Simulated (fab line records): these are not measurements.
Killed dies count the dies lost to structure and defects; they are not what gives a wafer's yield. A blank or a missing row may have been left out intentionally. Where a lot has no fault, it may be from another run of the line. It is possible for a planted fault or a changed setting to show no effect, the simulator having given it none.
fab line records ; flow sky130
record lots=6; wafers=18; last_day=50
route steps=708 shown METAL4@627 VIA4@639
lots that met no fault: taken from a fault-free run of the same line
start_h: the number of hours between the record's first day and the start of the first shown wafer of the lot ; wait_h: time in hours since the lot's previous step ; " repeats the value in the row above ; L1.1+2: several wafers, shown together as one row ; - no value present, or no start provided ; * or withheld: withheld ; < > ~ a bound
route shown NAME@n: a module of which the file shows steps, and the number in the route of the first ; usual: mean and standard deviation over wafers with no fault ; same: alike in all rows ; chamber/n: place in a boat ; sites: each site's reading ; _std_site: the values' standard deviation ; _edge_site: mean of outer sites minus mean of inner sites ; radius_mm: how far each site lies from the wafer's centre ; mask NAME#n: copy n ; behind: tool/chamber where the wafer was last shaped ; hold: reason for holding the lot/hours on hold/outcome of the hold ; device: which transistor (n, p or np) failed to switch ; end of line: the route-end tests of the same wafers ; for a step that has no rows: nothing shown but its recipe ; killed: not the wafer's yield, but the dies lost to structure and defects at the first sort ; map: the dies of a wafer, with x for killed, . for not killed, _ for no die there
set.NAME: the setting the step ran with; set.NAME@STEP: the setting that earlier step ran with ; model.NAME: the simulator's own value behind a step, which no gauge read
lots at selected steps of the route; one table per step, one row per wafer
services: a tool's chamber out of use, with start hour (start_h, from the record's first day; less than 0 if before it), hours out, and reason
## steps
# step SKY_METAL4_PEB_11
# recipe peb_temp_c=withheld; peb_time_s=withheld; resist=KrF-thick
# step SKY_METAL4_DEVELOP_12
# recipe develop_time_s=60; resist=KrF-thick; dev_temp_c=21
# step SKY_METAL4_CD_MEAS_13
# recipe target_cd_nm=300
# usual cd_nm=299.8/1.5
lot.wafer;tool;chamber;start_h;wait_h;cd_nm
L593.2;cd_sem-01;-;980.32;-;301.1
L593.4;cd_sem-01;-;980.32;-;299.9
L593.5;cd_sem-01;-;980.32;-;300.1
L601.1;cd_sem-01;-;1046.34;-;301.0
L601.2;cd_sem-01;-;1046.34;-;300.7
L601.6;cd_sem-01;-;1046.34;-;299.3
L602.1;cd_sem-02;-;1051.32;-;304.0
L602.2;cd_sem-02;-;1051.32;-;302.3
L602.3;cd_sem-02;-;1051.32;-;302.1
L605.2;cd_sem-02;-;1070.11;-;298.3
L605.4;cd_sem-02;-;1070.11;-;300.9
L605.5;cd_sem-02;-;1070.11;-;299.2
L612.2;cd_sem-02;-;1118.99;-;300.5
L612.3;cd_sem-02;-;1118.99;-;301.3
L612.6;cd_sem-02;-;1118.99;-;300.4
L615.1;cd_sem-02;-;1122.97;-;300.8
L615.2;cd_sem-02;-;1122.97;-;300.3
L615.5;cd_sem-02;-;1122.97;-;301.6
# step SKY_METAL4_OVL_MEAS_14
# usual METAL4_OVL=-3/5.2
lot.wafer;tool;chamber;start_h;wait_h;METAL4_OVL[nm]
L593.2;overlay-01;-;980.43;0.1;6
L593.4;overlay-01;-;980.43;0.1;6
L593.5;overlay-01;-;980.43;0.1;-8
L601.1;overlay-01;-;1046.46;0.1;-8
L601.2;overlay-01;-;1046.46;0.1;1
L601.6;overlay-01;-;1046.46;0.1;-9
L602.1;overlay-01;-;1051.44;0.1;-4
L602.2;overlay-01;-;1051.44;0.1;-1
L602.3;overlay-01;-;1051.44;0.1;3
L605.2;overlay-02;-;1070.21;0.1;-4
L605.4;overlay-02;-;1070.21;0.1;-4
L605.5;overlay-02;-;1070.21;0.1;-5
L612.2;overlay-02;-;1119.10;0.1;-6
L612.3;overlay-02;-;1119.10;0.1;-5
L612.6;overlay-02;-;1119.10;0.1;-7
L615.1;overlay-01;-;1123.09;0.1;1
L615.2;overlay-01;-;1123.09;0.1;-3
L615.5;overlay-01;-;1123.09;0.1;8
# step SKY_METAL4_DESCUM_15
# recipe chemistry=O2; source_power_w=150; bias_power_w=0; pressure_mtorr=10; temp_c=40; time_s=8
# usual drypump_motor_current_A=5.7/0.41; oes_product_au=1.007/0.011
# same bias_power_w=0
lot.wafer;tool;chamber;start_h;wait_h;drypump_motor_current_A;oes_product_au;rf_hours_counter_h
L593.2;rie_metal-01;1;980.46;0.0;5.4;1.005;9
L593.4;rie_metal-01;0;980.46;0.0;6.2;1.014;-
L593.5;rie_metal-01;1;980.46;0.0;5.4;0.993;-
L601.1;rie_metal-04;0;1046.49;0.0;5.3;1.008;20
L601.2;rie_metal-04;1;1046.49;0.0;6.1;1.003;1
L601.6;rie_metal-04;1;1046.49;0.0;6.1;0.993;-
L602.1;rie_metal-04;0;1051.48;0.0;5.3;1.000;21
L602.2;rie_metal-04;0;1051.48;0.0;5.3;1.011;-
L602.3;rie_metal-04;0;1051.48;0.0;5.3;1.016;-
L605.2;rie_metal-03;1;1070.25;0.0;5.5;1.013;-
L605.4;rie_metal-03;1;1070.25;0.0;5.5;1.019;-
L605.5;rie_metal-03;1;1070.25;0.0;5.4;1.012;-
L612.2;rie_metal-03;0;1119.13;0.0;6.2;0.989;4
L612.3;rie_metal-03;0;1119.13;0.0;6.3;0.990;-
L612.6;rie_metal-03;1;1119.13;0.0;5.5;1.017;-
L615.1;rie_metal-03;1;1123.13;0.0;5.4;1.029;15
L615.2;rie_metal-03;0;1123.13;0.0;6.3;0.988;4
L615.5;rie_metal-03;1;1123.13;0.0;5.5;1.020;-
# step SKY_METAL4_ETCH_16
# recipe chemistry=N2/H2; target=BARC; ion_energy_ev=200; bias_w=100; pressure_mtorr=30; n2_flow_sccm=100; h2_flow_sccm=200; icp_w=500; stop_on=SiO2; time_s=88.2; target_depth_a=600
# usual drypump_motor_current_A=5.7/0.41; h2_flow_sccm=200.0/0.63; oes_product_au=0.626/0.0046; throttle_valve_pct=13.205/0.01
lot.wafer;tool;chamber;start_h;wait_h;drypump_motor_current_A;h2_flow_sccm;oes_product_au;rf_hours_counter_h;throttle_valve_pct
L593.2;rie_metal-01;1;980.49;0.0;5.4;199.5;0.627;9;13.213
L593.4;rie_metal-01;0;980.49;0.0;6.2;199.4;0.632;-;13.208
L593.5;rie_metal-01;1;980.49;0.0;5.4;199.6;0.632;-;13.216
L601.1;rie_metal-04;0;1046.52;0.0;5.3;199.0;0.626;21;13.211
L601.2;rie_metal-04;1;1046.52;0.0;6.1;201.2;0.629;1;13.202
L601.6;rie_metal-04;1;1046.52;0.0;6.1;200.3;0.630;-;13.207
L602.1;rie_metal-04;0;1051.54;0.1;5.3;200.8;0.623;21;13.192
L602.2;rie_metal-04;0;1051.54;0.1;5.3;200.2;0.628;-;13.215
L602.3;rie_metal-04;0;1051.54;0.1;5.3;200.8;0.633;-;13.202
L605.2;rie_metal-03;1;1070.34;0.1;5.5;199.7;0.626;-;13.223
L605.4;rie_metal-03;1;1070.34;0.1;5.5;200.1;0.617;-;13.205
L605.5;rie_metal-03;1;1070.34;0.1;5.5;200.4;0.629;-;13.209
L612.2;rie_metal-03;0;1119.16;0.0;6.3;200.5;0.631;4;13.196
L612.3;rie_metal-03;0;1119.16;0.0;6.3;200.6;0.627;-;13.209
L612.6;rie_metal-03;1;1119.16;0.0;5.5;200.2;0.628;-;13.199
L615.1;rie_metal-03;1;1123.16;0.0;5.4;200.2;0.627;15;13.212
L615.2;rie_metal-03;0;1123.16;0.0;6.3;199.8;0.620;4;13.193
L615.5;rie_metal-03;1;1123.16;0.0;5.4;200.0;0.625;-;13.188
# step SKY_METAL4_ETCH_17
# recipe target=SiO2; stop_on=TiN; chemistry=C4F8/O2/Ar; source_w=1500; bias_w=1200; pressure_mtorr=40; c4f8_flow_sccm=withheld; O2_flow_sccm=6; Ar_flow_sccm=300; time_s=3.9; target_depth_a=150
# usual oes_product_au=0.753/0.0067
lot.wafer;tool;chamber;start_h;wait_h;oes_product_au;rf_hours_counter_h
L593.2;rie_diel-04;1;980.59;0.1;0.749;11
L593.4;rie_diel-04;0;980.59;0.1;0.759;5
L593.5;rie_diel-04;0;980.59;0.1;0.767;-
L601.1;rie_diel-04;1;1046.62;0.1;0.751;13
L601.2;rie_diel-04;3;1046.62;0.1;0.753;15
L601.6;rie_diel-04;3;1046.62;0.1;0.747;-
L602.1;rie_diel-01;3;1051.74;0.2;0.739;6
L602.2;rie_diel-01;1;1051.74;0.2;0.735;11
L602.3;rie_diel-01;0;1051.74;0.2;0.747;20
L605.2;rie_diel-01;0;1070.50;0.1;0.744;20
L605.4;rie_diel-01;3;1070.50;0.1;0.758;6
L605.5;rie_diel-01;2;1070.50;0.1;0.756;-
L612.2;rie_diel-01;1;1119.26;0.1;0.745;14
L612.3;rie_diel-01;3;1119.26;0.1;0.751;8
L612.6;rie_diel-01;3;1119.26;0.1;0.757;-
L615.1;rie_diel-01;1;1123.26;0.1;0.748;14
L615.2;rie_diel-01;0;1123.26;0.1;0.750;22
L615.5;rie_diel-01;1;1123.26;0.1;0.755;-
# step SKY_METAL4_METAL_ETCH_18
# recipe target_depth_a=8450; stop_on=SiO2; over_etch_frac=0.3; time_s=183.1; chemistry=Cl2/BCl3; resist_sidewall_deg=88; pressure_mtorr=10; icp_w=900; bias_w=48.5; Cl2_flow_sccm=60; bcl3_flow_sccm=30
# step SKY_METAL4_STRIP_19
# recipe chemistry=O2/N2; power_w=1400; pressure_mtorr=1500; platen_temp_c=withheld; o2_flow_sccm=3000; n2_flow_sccm=300; overash_fraction=0.5
# usual drypump_motor_current_A=5.6/0.45; oes_product_au=0.501/0.0056; strip_time_to_endpoint_s=6.48/0.085
lot.wafer;tool;chamber;start_h;wait_h;drypump_motor_current_A;oes_product_au;rf_hours_counter_h;strip_time_to_endpoint_s
L593.2;plasma_asher-03;1;980.78;0.1;5.1;0.497;83;6.57
L593.4;plasma_asher-03;1;980.78;0.1;5.1;0.499;-;6.45
L593.5;plasma_asher-03;0;980.78;0.1;5.6;0.511;-;6.61
L601.1;plasma_asher-03;0;1046.82;0.1;5.6;0.502;90;6.47
L601.2;plasma_asher-03;1;1046.82;0.1;5.1;0.496;90;6.41
L601.6;plasma_asher-03;0;1046.82;0.1;5.6;0.498;-;6.59
L602.1;plasma_asher-02;0;1051.93;0.1;5.4;0.493;126;6.34
L602.2;plasma_asher-02;1;1051.93;0.1;6.4;0.505;126;6.53
L602.3;plasma_asher-02;0;1051.93;0.1;5.3;0.503;-;6.50
L605.2;plasma_asher-02;1;1070.70;0.1;6.4;0.496;1;6.57
L605.4;plasma_asher-02;1;1070.70;0.1;6.3;0.503;-;6.51
L605.5;plasma_asher-02;1;1070.70;0.1;6.3;0.498;-;6.55
L612.2;plasma_asher-02;0;1119.45;0.1;5.4;0.507;5;6.64
L612.3;plasma_asher-02;1;1119.45;0.1;6.3;0.505;-;6.58
L612.6;plasma_asher-02;0;1119.45;0.1;5.4;0.504;-;6.59
L615.1;plasma_asher-01;1;1123.45;0.1;6.1;0.505;67;6.59
L615.2;plasma_asher-01;0;1123.45;0.1;5.3;0.492;67;6.41
L615.5;plasma_asher-01;0;1123.45;0.1;5.3;0.509;-;6.59
# step SKY_METAL4_STRIP_20
# recipe chemistry=post_etch_residue_remover; time_s=1200; temp_c=72.5
# step SKY_METAL4_CLEAN_21
# recipe chemistry=IPA; time_s=180; temp_c=25
# step SKY_METAL4_CLEAN_22
# recipe chemistry=O3/DIW; dry=n2_spin
# step SKY_VIA4_HDPCVD_00
# recipe material=SiO2; target_thk_nm=1750; sigma_open_frac=0.3; time_s=291.7; temp_c=400; sih4_flow_sccm=60; pressure_mtorr=6
# usual run_length_s=319.7/0.42
lot.wafer;tool;chamber;start_h;wait_h;run_length_s;model.SiO2_of_VIA4_HDPCVD_00.thk_nm
L593.2;hdpcvd-02;1;981.37;0.0;320.0;1775
L593.4;hdpcvd-02;0;981.37;0.0;320.3;1743
L593.5;hdpcvd-02;2;981.37;0.0;319.4;1741
L601.1;hdpcvd-01;0;1047.44;0.0;356.4;1925
L601.2;hdpcvd-01;1;1047.44;0.0;355.9;1962
L601.6;hdpcvd-01;2;1047.44;0.0;355.4;1944
L602.1;hdpcvd-01;0;1052.52;0.0;356.1;1918
L602.2;hdpcvd-01;2;1052.52;0.0;355.9;1943
L602.3;hdpcvd-01;1;1052.52;0.0;355.9;1952
L605.2;hdpcvd-02;0;1071.33;0.0;320.2;1752
L605.4;hdpcvd-02;1;1071.33;0.0;319.7;1775
L605.5;hdpcvd-02;0;1071.33;0.0;319.8;1756
L612.2;hdpcvd-01;1;1120.10;0.0;319.5;1718
L612.3;hdpcvd-01;2;1120.10;0.0;318.9;1757
L612.6;hdpcvd-01;0;1120.10;0.0;319.5;1731
L615.1;hdpcvd-02;1;1124.16;0.0;320.0;1777
L615.2;hdpcvd-02;0;1124.16;0.0;320.4;1752
L615.5;hdpcvd-02;1;1124.16;0.0;320.1;1783
# step SKY_VIA4_THK_MEAS_01
# recipe reads=SiO2_of_VIA4_HDPCVD_00
# usual VIA4_HDPCVD_THK=1748/23
lot.wafer;tool;chamber;start_h;wait_h;VIA4_HDPCVD_THK[nm]
L593.2;film_metro-03;-;981.56;0.1;1775
L593.4;film_metro-03;-;981.56;0.1;1743
L593.5;film_metro-03;-;981.56;0.1;1739
L601.1;film_metro-02;-;1047.62;0.1;1925
L601.2;film_metro-02;-;1047.62;0.1;1962
L601.6;film_metro-02;-;1047.62;0.1;1944
L602.1;film_metro-04;-;1052.70;0.1;1919
L602.2;film_metro-04;-;1052.70;0.1;1943
L602.3;film_metro-04;-;1052.70;0.1;1953
L605.2;film_metro-04;-;1071.52;0.1;1752
L605.4;film_metro-04;-;1071.52;0.1;1774
L605.5;film_metro-04;-;1071.52;0.1;1756
L612.2;film_metro-02;-;1120.29;0.1;1719
L612.3;film_metro-02;-;1120.29;0.1;1757
L612.6;film_metro-02;-;1120.29;0.1;1730
L615.1;film_metro-03;-;1124.33;0.1;1778
L615.2;film_metro-03;-;1124.33;0.1;1750
L615.5;film_metro-03;-;1124.33;0.1;1783
# step SKY_VIA4_CMP_02
# recipe material=SiO2; down_force_psi=4; platen_rpm=60; pad_velocity_m_s=0.94248
# usual motor_current_A=11.5/1.3; retaining_ring_pressure_frac=1.000/0.0045; slurry_flow_ml_min=150.0/0.48
lot.wafer;tool;chamber;start_h;wait_h;motor_current_A;retaining_ring_pressure_frac;slurry_flow_ml_min
L593.2;cmp-01;1;981.71;0.1;10.2;1.005;149.8
L593.4;cmp-01;2;981.71;0.1;10.4;1.007;150.3
L593.5;cmp-01;0;981.71;0.1;11.7;0.999;150.0
L601.2;cmp-02;3;1047.78;0.1;12.9;0.995;149.5
L601.1;cmp-02;0;1047.78;0.1;10.9;1.001;149.9
L601.6;cmp-02;1;1047.78;0.1;10.9;1.002;150.6
L602.2;cmp-01;0;1052.76;0.0;12.5;1.003;150.1
L602.3;cmp-01;2;1052.76;0.0;10.3;1.000;150.4
L602.1;cmp-01;3;1052.76;0.0;12.0;0.997;149.3
L605.2;cmp-01;1;1071.57;0.0;9.4;0.994;149.6
L605.4;cmp-01;3;1071.57;0.0;11.3;1.001;151.3
L605.5;cmp-01;1;1071.57;0.0;9.8;0.998;149.7
L612.2;cmp-02;1;1120.34;0.0;11.3;1.007;149.8
L612.3;cmp-02;2;1120.34;0.0;13.7;1.000;150.0
L612.6;cmp-02;2;1120.34;0.0;13.0;1.005;149.8
L615.1;cmp-01;1;1124.44;0.1;9.4;0.999;150.6
L615.2;cmp-01;3;1124.44;0.1;11.5;0.996;149.5
L615.5;cmp-01;1;1124.44;0.1;10.2;1.002;149.6
## services
tool;chamber;start_h;hours;kind
plasma_asher-03;-;956.70;2.8;pm
rie_metal-03;0;958.58;2.8;repair
cmp-01;-;960.65;1.0;repair
cmp-02;-;960.88;1.1;repair
hdpcvd-02;-;970.11;1.8;repair
cmp-01;-;970.41;5.2;pm
hdpcvd-02;-;972.76;0.7;repair
rie_diel-04;3;974.81;4.3;repair
rie_diel-01;1;982.66;4.3;repair
cmp-02;-;992.23;1.6;repair
plasma_asher-01;-;1000.97;6.9;repair
hdpcvd-02;-;1012.74;0.4;repair
hdpcvd-01;0;1017.35;11.0;repair
rie_metal-04;-;1044.85;1.4;pm
rie_metal-04;1;1047.10;5.7;repair
plasma_asher-02;-;1055.25;9.0;pm
cmp-01;-;1055.68;0.8;repair
rie_metal-01;1;1056.34;3.7;repair
rie_metal-04;-;1068.89;2.8;pm
rie_metal-03;1;1079.22;8.5;repair
cmp-02;-;1088.54;4.0;pm
rie_diel-01;3;1105.53;6.5;repair
rie_diel-04;-;1117.10;2.8;pm
rie_diel-01;2;1119.56;9.6;repair
## key
first_sign step=SKY_VIA4_HDPCVD_00; reading=run_length_s; direction=up; sigmas=86; usual=*; struck=*
effect step=SKY_VIA4_THK_MEAS_01; reading=VIA4_HDPCVD_THK; direction=up; sigmas=8.3; usual=1748; struck=1941
model_effect step=SKY_VIA4_HDPCVD_00; value=SiO2_of_VIA4_HDPCVD_00.thk_nm; without=1722; struck=1941
met_at SKY_VIA4_HDPCVD_00
struck_wafers L601.1,L601.2,L601.6,L602.1,L602.2,L602.3
fault kind=process_parameter_drift; tool=hdpcvd-01; chamber=-; onset_h=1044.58; steps=SKY_VIA4_HDPCVD_00; channel=time_s; offset=*; shape=step; end_h=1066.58; acts_in=*; stated=*
